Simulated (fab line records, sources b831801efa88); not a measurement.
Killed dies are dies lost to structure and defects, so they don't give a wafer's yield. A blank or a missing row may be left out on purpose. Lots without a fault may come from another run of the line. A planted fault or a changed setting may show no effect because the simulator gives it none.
Which tool did it? | flow gf180mcu | 12 lots, 36 wafers sampled, at 6 steps of a route of 602

WHAT THE GAUGES READ, wafer by wafer
GF_V2_OVL_MEAS_15. Usual: V2_OVL 0 nm, standard deviation 5.7.
lot  | measured     | on         | V2_OVL (nm) | flag
L201 | day 20 11:48 | overlay-01 | -5 0 -1     |
L203 | day 21 12:52 | overlay-01 | 0 0 3       |
L204 | day 21 21:13 | overlay-01 | 14 10 14    |
L209 | day 24 02:41 | overlay-01 | 3 -1 5      |
L211 | day 24 10:49 | overlay-02 | -4 2 -5     |
L212 | day 24 16:23 | overlay-02 | -1 0 -3     |
L213 | day 25 01:17 | overlay-02 | 4 8 8       |
L215 | day 25 16:10 | overlay-01 | -1 0 -2     |
L216 | day 26 00:32 | overlay-02 | -10 -2 -8   |
L219 | day 26 21:55 | overlay-02 | 6 4 2       |
L221 | day 27 21:31 | overlay-01 | 2 4 2       |
L223 | day 28 01:05 | overlay-02 | -9 -8 -6    |

GF_V2_RS_MEAS_24: measures by four-point-probe. Usual: V2_W_RS 0.3281 ohm/sq, standard deviation 0.0027.
lot  | measured     | on            | V2_W_RS (ohm/sq)     | flag
L201 | day 20 13:05 | film_metro-02 | 0.3292 0.3273 0.3309 |
L203 | day 21 13:49 | film_metro-03 | 0.3271 0.3274 0.3290 |
L204 | day 21 22:16 | film_metro-01 | 0.3296 0.3278 0.3272 |
L209 | day 24 03:37 | film_metro-02 | 0.3314 0.3288 0.3299 |
L211 | day 24 11:46 | film_metro-01 | 0.3434 0.3275 0.3272 |
L212 | day 24 17:20 | film_metro-02 | 0.3270 0.3272 0.3296 |
L213 | day 25 02:23 | film_metro-02 | 0.3281 0.3228 0.3225 |
L215 | day 25 17:05 | film_metro-02 | 0.3457 0.3272 0.3315 |
L216 | day 26 01:28 | film_metro-01 | 0.3291 0.3481 0.3252 |
L219 | day 26 22:50 | film_metro-03 | 0.3289 0.3291 0.3271 |
L221 | day 27 22:53 | film_metro-03 | 0.3278 0.3315 0.3309 |
L223 | day 28 02:01 | film_metro-02 | 0.3269 0.3282 0.3285 |

GF_V2_THK_MEAS_25: measures by xrf. Usual: V2_W_THK 347 nm, standard deviation 3.2.
lot  | measured     | on            | V2_W_THK (nm) | flag
L201 | day 20 13:11 | film_metro-02 | 346 347 344   |
L203 | day 21 13:56 | film_metro-03 | 350 350 349   |
L204 | day 21 22:22 | film_metro-01 | 348 351 351   |
L209 | day 24 03:44 | film_metro-02 | 343 346 346   |
L211 | day 24 11:53 | film_metro-01 | 333 348 350   |
L212 | day 24 17:26 | film_metro-02 | 349 346 346   |
L213 | day 25 02:29 | film_metro-02 | 348 353 350   |
L215 | day 25 19:52 | film_metro-02 | 326 347 345   |
L216 | day 26 01:35 | film_metro-01 | 346 327 348   |
L219 | day 26 22:57 | film_metro-03 | 344 344 346   |
L221 | day 27 22:59 | film_metro-03 | 348 344 346   |
L223 | day 28 02:07 | film_metro-02 | 350 350 346   |

WHICH TOOL RAN EACH LOT (tool, then ch and the chambers of the sampled wafers, then the start)
lot  | GF_M2_SPUTTER_03             | GF_M2_STRIP_17                       | GF_V2_CVD_23
L201 | pvd_sputter-01, day 18 08:56 | plasma_asher-02 ch 0,1, day 19 09:18 | cvd_w-02 ch 0,1, day 20 12:58
L203 | pvd_sputter-04, day 19 10:08 | plasma_asher-02 ch 0,1, day 20 11:26 | cvd_w-01 ch 0,1, day 21 13:42
L204 | pvd_sputter-04, day 19 20:05 | plasma_asher-03 ch 0,1, day 20 20:54 | cvd_w-02 ch 0, day 21 22:03
L209 | pvd_sputter-04, day 22 03:47 | plasma_asher-03 ch 0,1, day 23 02:56 | cvd_w-01 ch 0,1, day 24 03:29
L211 | pvd_sputter-03, day 22 11:38 | plasma_asher-03 ch 0,1, day 23 10:44 | cvd_w-01 ch 0,1, day 24 11:39
L212 | pvd_sputter-04, day 22 17:47 | plasma_asher-02 ch 0,1, day 23 16:58 | cvd_w-02 ch 0,1, day 24 17:13
L213 | pvd_sputter-04, day 23 02:54 | plasma_asher-02 ch 0,1, day 24 01:50 | cvd_w-02 ch 0,1, day 25 02:08
L215 | pvd_sputter-03, day 23 20:13 | plasma_asher-03 ch 0,1, day 24 17:56 | cvd_w-01 ch 1, day 25 16:58
L216 | pvd_sputter-03, day 24 02:59 | plasma_asher-02 ch 0, day 25 01:34   | cvd_w-01 ch 0,1, day 26 01:20
L219 | pvd_sputter-01, day 25 02:29 | plasma_asher-03 ch 0,1, day 25 23:43 | cvd_w-02 ch 0,1, day 26 22:43
L221 | pvd_sputter-03, day 26 03:34 | plasma_asher-03 ch 0,1, day 26 23:56 | cvd_w-02 ch 0,1, day 27 22:45
L223 | pvd_sputter-01, day 26 07:23 | plasma_asher-02 ch 0,1, day 27 03:55 | cvd_w-02 ch 0,1, day 28 01:54
- GF_M2_SPUTTER_03: material Ti, target thk 10 nm, time 6.7 s.
- GF_M2_STRIP_17: strips in O2/N2.
- GF_V2_CVD_23: deposits W, target thk 350 nm, time 104.94 s.

WHAT THE TOOLS THEMSELVES READ (means of the sampled wafers that have a number; where no wafer has one, the mark that the record gives instead)
GF_M2_SPUTTER_03. Usual: throttle_valve_pct 30.2 %, standard deviation 0.82.
lot  | tool           | throttle_valve_pct (%) | flag
L201 | pvd_sputter-01 | 29.5                   |
L203 | pvd_sputter-04 | 30.7                   |
L204 | pvd_sputter-04 | 30.8                   |
L209 | pvd_sputter-04 | 30.6                   |
L211 | pvd_sputter-03 | 29.8                   |
L212 | pvd_sputter-04 | 30.9                   |
L213 | pvd_sputter-04 | 30.4                   |
L215 | pvd_sputter-03 | 29.9                   |
L216 | pvd_sputter-03 | 29.9                   |
L219 | pvd_sputter-01 | 29.4                   |
L221 | pvd_sputter-03 | 29.7                   |
L223 | pvd_sputter-01 | 30.1                   |

GF_M2_STRIP_17. Usual: drypump_motor_current_A 5.9 A, standard deviation 0.31; heater_power_w 360 W, standard deviation 37; oes_product_au 0.564 a.u., standard deviation 0.0048; strip_time_to_endpoint_s 8.04 s, standard deviation 0.041.
lot  | tool            | drypump_motor_current_A (A) | heater_power_w (W) | oes_product_au (a.u.) | strip_time_to_endpoint_s (s) | flag
L201 | plasma_asher-02 | 6.1                         | 396                | 0.562                 | 8.03                         |
L203 | plasma_asher-02 | 6.1                         | 397                | 0.569                 | 8.04                         |
L204 | plasma_asher-03 | 6.0                         | 331                | 0.566                 | 8.09                         |
L209 | plasma_asher-03 | 6.0                         | 347                | 0.566                 | 8.07                         |
L211 | plasma_asher-03 | 6.0                         | 332                | 0.563                 | 8.04                         |
L212 | plasma_asher-02 | 6.2                         | 403                | 0.567                 | 8.06                         |
L213 | plasma_asher-02 | 6.0                         | 386                | 0.564                 | 8.06                         |
L215 | plasma_asher-03 | 6.0                         | 329                | 0.570                 | 8.06                         |
L216 | plasma_asher-02 | 5.9                         | 376                | 0.567                 | 8.03                         |
L219 | plasma_asher-03 | 6.0                         | 330                | 0.565                 | 8.05                         |
L221 | plasma_asher-03 | 6.0                         | 329                | 0.565                 | 8.07                         |
L223 | plasma_asher-02 | 6.1                         | 396                | 0.560                 | 7.97                         |

GF_V2_CVD_23. Usual: heater_power_w 902 W, standard deviation 150.
lot  | tool     | heater_power_w (W) | flag
L201 | cvd_w-02 | 875                |
L203 | cvd_w-01 | 1010               |
L204 | cvd_w-02 | 977                |
L209 | cvd_w-01 | 1001               |
L211 | cvd_w-01 | 1014               |
L212 | cvd_w-02 | 896                |
L213 | cvd_w-02 | 783                |
L215 | cvd_w-01 | 996                |
L216 | cvd_w-01 | 1009               |
L219 | cvd_w-02 | 887                |
L221 | cvd_w-02 | 883                |
L223 | cvd_w-02 | 790                |

THE ANSWER, worked out from the rows above alone
Rule: a lot is off if the mean of its wafers that have a number lies more than 3 standard deviations from the usual mean. A lot without any number at a reading at which 4 lots or more have one is off too. The other lots that the step has rows for count as sound. The gauges are gone through in route order, then the tools' own readings, and for those a lot's mean is taken as printed above. The first step at which some lot is off is used, and at that step the reading that is off furthest; a lot without a number counts as furthest.
No lot is off at any reading shown: from this, nothing can be told.

WHAT THE SIMULATOR HAD PUT IN
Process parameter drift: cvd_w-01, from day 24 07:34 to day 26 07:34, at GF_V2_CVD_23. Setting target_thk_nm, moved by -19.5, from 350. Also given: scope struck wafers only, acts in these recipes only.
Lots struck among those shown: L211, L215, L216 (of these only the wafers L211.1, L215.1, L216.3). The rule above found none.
